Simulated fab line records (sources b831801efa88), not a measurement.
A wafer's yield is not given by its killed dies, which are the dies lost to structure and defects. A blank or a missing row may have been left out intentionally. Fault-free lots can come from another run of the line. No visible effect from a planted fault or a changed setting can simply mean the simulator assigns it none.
Which tool was responsible?    flow sky130    39 wafers from 13 lots sampled at 6 of the route's 708 steps

WHAT THE GAUGES SHOWED, per wafer
SKY_NWELL_THK_MEAS_02.
lot   measured     on             NWELL_OXIDATION_THK (nm)
L434  day 2 21:27  film metro-03  10.31 10.06 10.16
L437  day 3 08:44  film metro-03  9.95 10.18 10.06
L438  day 3 15:31  film metro-04  10.21 10.25 10.27
L439  day 3 21:05  film metro-02  10.19 10.03 10.34
L440  day 3 23:56  film metro-02  10.07 9.80 10.04
L441  day 4 07:07  film metro-04  10.10 10.22 10.28
L442  day 4 13:55  film metro-02  10.35 10.25 10.39
L443  day 4 17:43  film metro-04  9.98 10.07 9.99
L444  day 4 23:28  film metro-02  9.87 9.88 9.82
L447  day 5 15:18  film metro-02  10.38 10.48 10.30
L448  day 5 19:45  film metro-02  10.30 10.25 10.26
L449  day 5 22:43  film metro-02  10.05 9.94 9.98
L456  day 7 13:40  film metro-02  9.92 10.02 10.15

SKY_PWDE_OVL_MEAS_07.
lot   measured     on          PWDE_OVL (nm)
L434  day 4 05:04  overlay-01  0.9 1.5 1.5
L437  day 4 15:55  overlay-02  -1.3 -0.7 -2.6
L438  day 5 00:56  overlay-01  0.1 0.7 -0.5
L439  day 5 06:01  overlay-02  -2.2 -2.7 0.0
L440  day 5 08:58  overlay-02  3.9 2.2 1.5
L441  day 5 17:40  overlay-02  0.5 1.4 -0.4
L442  day 6 00:59  overlay-02  -1.2 -0.1 -2.8
L443  day 6 04:46  overlay-01  -0.7 -1.7 -2.1
L444  day 6 12:07  overlay-01  2.4 1.3 -0.2
L447  day 7 04:13  overlay-02  - - -
L448  day 7 10:34  overlay-02  3.2 0.9 2.5
L449  day 7 12:58  overlay-02  1.8 -1.1 1.4
L456  day 9 04:55  overlay-01  0.9 1.6 3.3

SKY_PWDE_TW_MEAS_10.
lot   measured     on             PWDE_TW
L434  day 4 05:21  film metro-04  367 369 366
L437  day 4 16:11  film metro-02  374 375 373
L438  day 5 01:14  film metro-03  379 378 378
L439  day 5 06:18  film metro-03  377 376 377
L440  day 5 09:16  film metro-03  379 379 377
L441  day 5 17:56  film metro-02  373 374 373
L442  day 6 01:16  film metro-02  376 375 374
L443  day 6 05:03  film metro-02  374 375 374
L444  day 6 12:25  film metro-03  379 377 376
L447  day 7 04:29  film metro-04  30 30 30
L448  day 7 10:52  film metro-03  378 379 378
L449  day 7 13:15  film metro-03  378 381 381
L456  day 9 05:13  film metro-03  378 379 378

SKY_NWELL_OVL_MEAS_10.
lot   measured      on          NWELL_00_OVL (nm)
L434  day 4 22:22   overlay-01  1.8 -2.0 -1.4
L437  day 5 09:56   overlay-02  2.2 3.4 3.2
L438  day 5 19:20   overlay-01  1.7 1.2 2.5
L439  day 6 00:19   overlay-01  0.2 0.7 2.3
L440  day 6 03:11   overlay-02  -0.8 -0.7 -0.6
L441  day 6 12:19   overlay-02  1.5 0.1 -1.1
L442  day 6 19:56   overlay-01  2.5 2.7 2.5
L443  day 6 23:22   overlay-02  2.2 0.7 2.4
L444  day 7 07:38   overlay-01  1.8 1.4 1.8
L447  day 7 23:37   overlay-01  1.7 0.1 1.3
L448  day 8 06:43   overlay-01  3.4 1.8 1.2
L449  day 8 09:44   overlay-02  1.5 1.6 3.1
L456  day 10 02:01  overlay-02  -1.1 -0.2 -0.6

SKY_VT_ADJUST_HVTP_CD_MEAS_07: the cd target is 380 nm.
lot   measured      on         cd nm (nm)
L434  day 6 11:23   cd sem-02  382.7 381.8 380.8
L437  day 6 23:40   cd sem-02  380.5 380.9 381.8
L438  day 7 10:44   cd sem-01  386.0 385.0 382.7
L439  day 7 15:02   cd sem-01  379.9 380.3 381.4
L440  day 7 19:20   cd sem-01  379.6 379.7 377.9
L441  day 8 04:37   cd sem-01  380.8 379.4 380.1
L442  day 8 12:29   cd sem-02  381.1 380.9 384.1
L443  day 8 16:38   cd sem-01  384.5 384.4 385.2
L444  day 9 00:50   cd sem-02  381.8 379.6 381.4
L447  day 9 15:29   cd sem-02  380.3 378.8 381.1
L448  day 10 00:38  cd sem-02  379.8 380.7 383.2
L449  day 10 03:38  cd sem-01  382.6 383.1 384.7
L456  day 12 00:42  cd sem-01  374.5 377.3 377.5

TOOL THAT RAN EACH LOT (tool first, then ch and the chambers of the sampled wafers, then the start)
lot   SKY_PWDE_EXPOSE_04
L434  iline stepper-01 ch 0, day 3 21:25
L437  iline stepper-01 ch 0, day 4 07:50
L438  iline stepper-02 ch 0, day 4 16:08
L439  iline stepper-02 ch 0, day 4 21:04
L440  iline stepper-02 ch 0, day 5 00:26
L441  iline stepper-02 ch 0, day 5 08:55
L442  iline stepper-02 ch 0, day 5 16:04
L443  iline stepper-02 ch 0, day 5 19:49
L444  iline stepper-01 ch 0, day 6 02:24
L447  iline stepper-02 ch 0, day 6 19:16
L448  iline stepper-01 ch 0, day 7 00:21
L449  iline stepper-02 ch 0, day 7 03:02
L456  iline stepper-02 ch 0, day 8 19:37
- SKY_PWDE_EXPOSE_04: exposes mask PWDEM, target cd 840 nm.

WHAT THE TOOLS THEMSELVES READ (means of the sampled wafers that have a number; where no wafer has one, the mark that the record gives instead)
The record holds no such reading with a usual standard deviation.

THE ANSWER, worked out from the rows above alone
Rule: the usual values come from the lots themselves. The widest of any qualifying gaps counts: lots, ordered by their means at a reading, are off when they make up no more than a third of the lots, leave a main group of 4 or more, and stand apart from it by 3 or more times the standard deviation of that group's means. A main group whose means are all the same, to the digits that the tables above print for the reading, isn't used. Also off: a lot with no number at a reading for which 4 or more lots have one. All remaining lots with rows at the step are treated as sound. After the gauges, taken in route order, come the tools' own readings; for these a lot's mean is taken, as printed above. At the first step where some lot is off, the reading lying furthest off is the one used; lots without a number count as furthest.
Off: L447, at SKY_PWDE_OVL_MEAS_07 (PWDE_OVL). Without a number there: L447. The main group: mean 0.4 nm, standard deviation 1.5.
A tool fits if, at a process step before that reading, it ran every lot that is off, and no sound lot after the first of them. The gauges at SKY_PWDE_OVL_MEAS_07 aren't tried: what is off there is off at SKY_PWDE_TW_MEAS_10 too, on other tools, and a gauge's error can't cause that. None of those tried fits.

WHAT HAD BEEN PUT IN BY THE SIMULATOR
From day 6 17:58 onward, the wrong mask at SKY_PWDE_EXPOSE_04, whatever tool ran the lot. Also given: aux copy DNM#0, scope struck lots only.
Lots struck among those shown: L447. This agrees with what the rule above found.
